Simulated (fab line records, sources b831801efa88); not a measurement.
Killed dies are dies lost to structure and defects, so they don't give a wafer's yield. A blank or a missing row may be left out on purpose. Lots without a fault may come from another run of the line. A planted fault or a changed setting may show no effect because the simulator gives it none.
Which tool did it? | flow gf180mcu | 11 lots, 33 wafers sampled, at 7 steps of a route of 602

WHAT THE GAUGES READ, wafer by wafer
GF_HV_LDD_OVL_MEAS_20. Usual: HV_LDD_01_OVL -0.5 nm, standard deviation 1.2.
lot  | measured     | on         | HV_LDD_01_OVL (nm) | flag
L220 | day 10 16:38 | overlay-02 | -2.1 -4.8 -2.8     |
L221 | day 11 01:02 | overlay-02 | 0.8 0.4 0.5        |
L222 | day 11 09:38 | overlay-02 | -0.3 -1.9 -2.2     |
L224 | day 12 02:47 | overlay-01 | -2.2 -1.7 -2.8     |
L225 | day 12 07:26 | overlay-02 | -2.3 0.1 -0.5      |
L227 | day 13 01:30 | overlay-02 | -1.4 1.5 0.5       |
L229 | day 13 17:14 | overlay-02 | -0.4 -1.4 -1.1     |
L231 | day 14 01:19 | overlay-02 | -0.1 1.3 0.3       |
L238 | day 16 16:01 | overlay-02 | -0.1 -0.9 -0.3     |
L241 | day 17 16:43 | overlay-02 | -1.5 -0.8 -2.1     |
L243 | day 18 00:55 | overlay-01 | -1.3 -0.7 1.0      |

GF_HV_LDD_OVL_MEAS_47. Usual: HV_LDD_03_OVL -0.7 nm, standard deviation 1.5.
lot  | measured     | on         | HV_LDD_03_OVL (nm) | flag
L220 | day 12 07:14 | overlay-01 | -0.9 0.5 -3.1      |
L221 | day 12 16:38 | overlay-01 | 0.9 -0.5 -1.9      |
L222 | day 13 00:41 | overlay-01 | 0.0 -0.3 -0.9      |
L224 | day 13 20:14 | overlay-02 | -2.4 -2.9 -2.4     |
L225 | day 14 01:12 | overlay-01 | -2.1 -2.9 -4.8     |
L227 | day 14 19:25 | overlay-01 | -1.6 0.1 -1.3      |
L229 | day 15 11:17 | overlay-01 | -0.8 -0.9 -1.1     |
L231 | day 15 20:07 | overlay-02 | 1.1 -0.4 -1.2      |
L238 | day 18 15:11 | overlay-02 | -0.7 0.9 -1.1      |
L241 | day 19 17:59 | overlay-02 | 1.1 0.2 0.9        |
L243 | day 20 01:59 | overlay-02 | -3.0 -3.8 -1.6     |

GF_PSD_TW_MEAS_11. Usual: PSD_TW 3198, standard deviation 20.
lot  | measured     | on            | PSD_TW         | flag
L220 | day 14 02:46 | film_metro-01 | 3200 3186 3176 |
L221 | day 14 15:02 | film_metro-01 | 3200 3188 3201 |
L222 | day 14 22:59 | film_metro-02 | 3174 3208 3202 |
L224 | day 15 17:52 | film_metro-02 | 3201 3205 3177 |
L225 | day 16 01:05 | film_metro-01 | 3172 3177 3170 |
L227 | day 16 19:53 | film_metro-01 | 3036 3064 3049 | OFF
L229 | day 17 16:19 | film_metro-04 | 3068 3066 3069 | OFF
L231 | day 17 20:47 | film_metro-04 | 3057 3063 3064 | OFF
L238 | day 20 19:46 | film_metro-04 | 3252 3231 3218 |
L241 | day 21 22:28 | film_metro-02 | 3203 3185 3202 |
L243 | day 22 04:31 | film_metro-01 | 3200 3176 3210 |

GF_PSD_RS_MEAS_15: measures by four-point-probe. Usual: PSD_RS 108.54 ohm/sq, standard deviation 0.29.
lot  | measured     | on            | PSD_RS (ohm/sq)      | flag
L220 | day 14 03:04 | film_metro-02 | 108.77 108.64 108.55 |
L221 | day 14 15:21 | film_metro-01 | 107.88 108.21 108.30 |
L222 | day 14 23:18 | film_metro-02 | 109.18 108.95 108.86 |
L224 | day 15 18:11 | film_metro-04 | 108.54 108.59 108.46 |
L225 | day 16 01:25 | film_metro-02 | 108.37 108.48 108.53 |
L227 | day 16 20:14 | film_metro-01 | 118.28 118.82 118.53 | OFF
L229 | day 17 16:38 | film_metro-02 | 118.34 118.52 118.53 | OFF
L231 | day 17 21:07 | film_metro-04 | 119.50 119.27 119.31 | OFF
L238 | day 20 20:05 | film_metro-02 | 108.15 108.54 108.26 |
L241 | day 21 22:47 | film_metro-01 | 108.54 108.60 108.96 |
L243 | day 22 04:49 | film_metro-01 | 108.63 108.43 108.51 |

WHICH TOOL RAN EACH LOT (tool, then ch and the chambers of the sampled wafers, then the start)
lot  | GF_HV_LDD_STRIP_22                   | GF_PSD_IMPLANT_09               | GF_PSD_STRIP_10
L220 | plasma_asher-04 ch 0,1, day 10 16:49 | implanter-04 ch 0, day 14 02:31 | plasma_asher-02 ch 0,1, day 14 02:40
L221 | plasma_asher-04 ch 0,1, day 11 01:14 | implanter-02 ch 0, day 14 14:47 | plasma_asher-03 ch 0,1, day 14 14:56
L222 | plasma_asher-02 ch 0,1, day 11 09:50 | implanter-04 ch 0, day 14 22:44 | plasma_asher-03 ch 0, day 14 22:53
L224 | plasma_asher-04 ch 0,1, day 12 02:58 | implanter-04 ch 0, day 15 17:37 | plasma_asher-01 ch 0,1, day 15 17:46
L225 | plasma_asher-04 ch 0,1, day 12 07:37 | implanter-04 ch 0, day 16 00:52 | plasma_asher-02 ch 0,1, day 16 00:59
L227 | plasma_asher-03 ch 0,1, day 13 01:42 | implanter-04 ch 0, day 16 19:41 | plasma_asher-02 ch 0,1, day 16 19:47
L229 | plasma_asher-03 ch 0,1, day 13 17:25 | implanter-04 ch 0, day 17 16:04 | plasma_asher-01 ch 0, day 17 16:13
L231 | plasma_asher-04 ch 0,1, day 14 01:32 | implanter-04 ch 0, day 17 20:34 | plasma_asher-01 ch 0,1, day 17 20:41
L238 | plasma_asher-02 ch 0,1, day 16 16:13 | implanter-03 ch 0, day 20 19:31 | plasma_asher-01 ch 0,1, day 20 19:40
L241 | plasma_asher-02 ch 0,1, day 17 16:55 | implanter-02 ch 0, day 21 22:13 | plasma_asher-02 ch 0,1, day 21 22:22
L243 | plasma_asher-02 ch 0, day 18 01:07   | implanter-02 ch 0, day 22 04:16 | plasma_asher-03 ch 0,1, day 22 04:25
- GF_HV_LDD_STRIP_22: strips in O2/N2.
- GF_PSD_IMPLANT_09
- GF_PSD_STRIP_10: strips in O2/N2.

WHAT THE TOOLS THEMSELVES READ (means of the sampled wafers that have a number; where no wafer has one, the mark that the record gives instead)
GF_HV_LDD_STRIP_22. Usual: drypump_motor_current_A 5.36 A, standard deviation 0.25; heater_power_w 322 W, standard deviation 27; oes_product_au 0.716 a.u., standard deviation 0.0047; strip_time_to_endpoint_s 12.63 s, standard deviation 0.035.
lot  | tool            | drypump_motor_current_A (A) | heater_power_w (W) | oes_product_au (a.u.) | strip_time_to_endpoint_s (s) | flag
L220 | plasma_asher-04 | 5.42                        | 302                | 0.715                 | 12.64                        |
L221 | plasma_asher-04 | 5.46                        | 311                | 0.718                 | 12.63                        |
L222 | plasma_asher-02 | 5.10                        | 332                | 0.714                 | 12.60                        |
L224 | plasma_asher-04 | 5.47                        | 305                | 0.715                 | 12.59                        |
L225 | plasma_asher-04 | 5.47                        | 310                | 0.717                 | 12.55                        |
L227 | plasma_asher-03 | 5.52                        | 341                | 0.722                 | 12.59                        |
L229 | plasma_asher-03 | 5.32                        | 342                | 0.714                 | 12.66                        |
L231 | plasma_asher-04 | 5.45                        | 315                | 0.714                 | 12.71                        |
L238 | plasma_asher-02 | 5.29                        | 312                | 0.717                 | 12.64                        |
L241 | plasma_asher-02 | 5.28                        | 311                | 0.714                 | 12.64                        |
L243 | plasma_asher-02 | 5.46                        | 285                | 0.720                 | 12.66                        |

GF_PSD_IMPLANT_09. Usual: dose_ions_cm2 1.5001e+15, standard deviation 1.7e+12; faraday_current_uA 8244, standard deviation 150.
lot  | tool         | dose_ions_cm2 | faraday_current_uA | flag
L220 | implanter-04 | 1.4993e+15    | 8213               |
L221 | implanter-02 | 1.5005e+15    | 8378               |
L222 | implanter-04 | 1.5006e+15    | 8373               |
L224 | implanter-04 | 1.4983e+15    | 8101               |
L225 | implanter-04 | 1.4988e+15    | 8247               |
L227 | implanter-04 | 1.2271e+15    | 6744               | OFF
L229 | implanter-04 | 1.2284e+15    | 6842               | OFF
L231 | implanter-04 | 1.2307e+15    | 6826               | OFF
L238 | implanter-03 | 1.5010e+15    | 8261               |
L241 | implanter-02 | 1.5015e+15    | 8227               |
L243 | implanter-02 | 1.5005e+15    | 8386               |

GF_PSD_STRIP_10. Usual: drypump_motor_current_A 5.4 A, standard deviation 0.37; heater_power_w 327 W, standard deviation 23; oes_product_au 0.592 a.u., standard deviation 0.0045; strip_time_to_endpoint_s 16.51 s, standard deviation 0.042.
lot  | tool            | drypump_motor_current_A (A) | heater_power_w (W) | oes_product_au (a.u.) | strip_time_to_endpoint_s (s) | flag
L220 | plasma_asher-02 | 5.1                         | 338                | 0.593                 | 16.49                        |
L221 | plasma_asher-03 | 5.5                         | 342                | 0.593                 | 16.50                        |
L222 | plasma_asher-03 | 5.1                         | 346                | 0.589                 | 16.50                        |
L224 | plasma_asher-01 | 5.5                         | 319                | 0.595                 | 16.48                        |
L225 | plasma_asher-02 | 5.3                         | 310                | 0.594                 | 16.50                        |
L227 | plasma_asher-02 | 5.3                         | 308                | 0.605                 | 15.96                        | OFF
L229 | plasma_asher-01 | 5.2                         | 314                | 0.604                 | 15.87                        | OFF
L231 | plasma_asher-01 | 5.8                         | 314                | 0.605                 | 15.87                        | OFF
L238 | plasma_asher-01 | 5.8                         | 306                | 0.596                 | 16.53                        |
L241 | plasma_asher-02 | 5.1                         | 333                | 0.591                 | 16.57                        |
L243 | plasma_asher-03 | 5.3                         | 344                | 0.588                 | 16.46                        |

THE ANSWER, worked out from the rows above alone
Rule: a lot is off if the mean of its wafers that have a number lies more than 3 standard deviations from the usual mean. A lot without any number at a reading at which 4 lots or more have one is off too. The other lots that the step has rows for count as sound. The gauges are gone through in route order, then the tools' own readings, and for those a lot's mean is taken as printed above. The first step at which some lot is off is used, and at that step the reading that is off furthest; a lot without a number counts as furthest.
Off: L227, L229, L231, at GF_PSD_TW_MEAS_11 (PSD_TW).
A tool fits if, at a process step before that reading, it ran every lot that is off, and no sound lot after the first of them. The gauges at GF_PSD_TW_MEAS_11 aren't tried: what is off there is off at GF_PSD_IMPLANT_09 too, on other tools, and a gauge's error can't cause that. One fits: implanter-04 at GF_PSD_IMPLANT_09. Its last sound lot is L225 (day 16 00:52), its first lot that is off L227 (day 16 19:41): a fault that began between those two fits.
The tool's own readings at GF_PSD_IMPLANT_09 bear it out: on the lots that are off they differ by more than 5 times the standard deviation of the sound lots' means. dose_ions_cm2 reads 1.2287e+15 there against 1.5001e+15 on the sound lots; faraday_current_uA reads 6804 there against 8273 on the sound lots.

WHAT THE SIMULATOR HAD PUT IN
Process parameter drift: implanter-04, from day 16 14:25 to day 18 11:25, at GF_PSD_IMPLANT_09. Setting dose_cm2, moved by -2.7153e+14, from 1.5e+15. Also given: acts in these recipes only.
Lots struck among those shown: L227, L229, L231. The rule above found the same.
